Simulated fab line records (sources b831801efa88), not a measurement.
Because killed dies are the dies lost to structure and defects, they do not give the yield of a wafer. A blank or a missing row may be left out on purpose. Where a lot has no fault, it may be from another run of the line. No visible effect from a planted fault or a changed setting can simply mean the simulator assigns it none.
Which tool did it? :: flow gf180mcu :: Sampling: 6 lots, 18 wafers, 2 of 602 route steps

## WHAT THE GAUGES SHOWED, per wafer
GF_SALICIDE_RS_MEAS_04: measurement is done with a four-point probe.
lot: L116
measured: day 15 11:25
on: film_metro-01
SALICIDE_TIN_RS (ohm/sq): 15.8 16.2 16.5

lot: L118
measured: day 16 11:51
on: film_metro-02
SALICIDE_TIN_RS (ohm/sq): 16.1 16.5 16.0

lot: L122
measured: day 17 17:26
on: film_metro-02
SALICIDE_TIN_RS (ohm/sq): 16.1 15.7 16.6

lot: L125
measured: day 18 14:53
on: film_metro-02
SALICIDE_TIN_RS (ohm/sq): 16.0 15.7 16.2

lot: L128
measured: day 20 01:14
on: film_metro-02
SALICIDE_TIN_RS (ohm/sq): 16.4 17.1 16.9

lot: L131
measured: day 20 22:54
on: film_metro-01
SALICIDE_TIN_RS (ohm/sq): 16.1 9.8 9.6

## TOOL THAT RAN EACH LOT (tool first, then ch and the chambers of the sampled wafers, then the start)
lot: L116
GF_SALICIDE_SPUTTER_02: pvd_sputter-01, day 15 11:21

lot: L118
GF_SALICIDE_SPUTTER_02: pvd_sputter-04, day 16 11:46

lot: L122
GF_SALICIDE_SPUTTER_02: pvd_sputter-01, day 17 17:23

lot: L125
GF_SALICIDE_SPUTTER_02: pvd_sputter-01, day 18 14:50

lot: L128
GF_SALICIDE_SPUTTER_02: pvd_sputter-02, day 20 01:11

lot: L131
GF_SALICIDE_SPUTTER_02: pvd_sputter-02, day 20 22:51
- GF_SALICIDE_SPUTTER_02: material Co, target thk 10 nm, time 20 s.

## THE ANSWER, worked out from the rows above alone
Rule: what is usual is taken from the lots themselves. The widest of any qualifying gaps counts: lots, ordered by their means at a reading, are off when they make up no more than a third of the lots, leave a main group of 4 or more, and stand apart from it by 3 or more times the standard deviation of that group's means. A main group is skipped when, at the precision printed for the reading in the tables above, its means are all equal. A lot without any number at a reading at which 4 lots or more have one is off too. Any other lot the step has rows for is counted as sound.
Off: L131, seen at GF_SALICIDE_RS_MEAS_04 (SALICIDE_TIN_RS). Mean 16.3 ohm/sq and standard deviation 0.28 in the main group.
A tool fits if, at a process step before that reading, it ran every lot that is off, and no sound lot after the first of them. The gauges at GF_SALICIDE_RS_MEAS_04 are tried like those tools. Can't be told from this: 2 tools fit, pvd_sputter-02 at GF_SALICIDE_SPUTTER_02, film_metro-01 at GF_SALICIDE_RS_MEAS_04.

## WHAT HAD BEEN PUT IN BY THE SIMULATOR
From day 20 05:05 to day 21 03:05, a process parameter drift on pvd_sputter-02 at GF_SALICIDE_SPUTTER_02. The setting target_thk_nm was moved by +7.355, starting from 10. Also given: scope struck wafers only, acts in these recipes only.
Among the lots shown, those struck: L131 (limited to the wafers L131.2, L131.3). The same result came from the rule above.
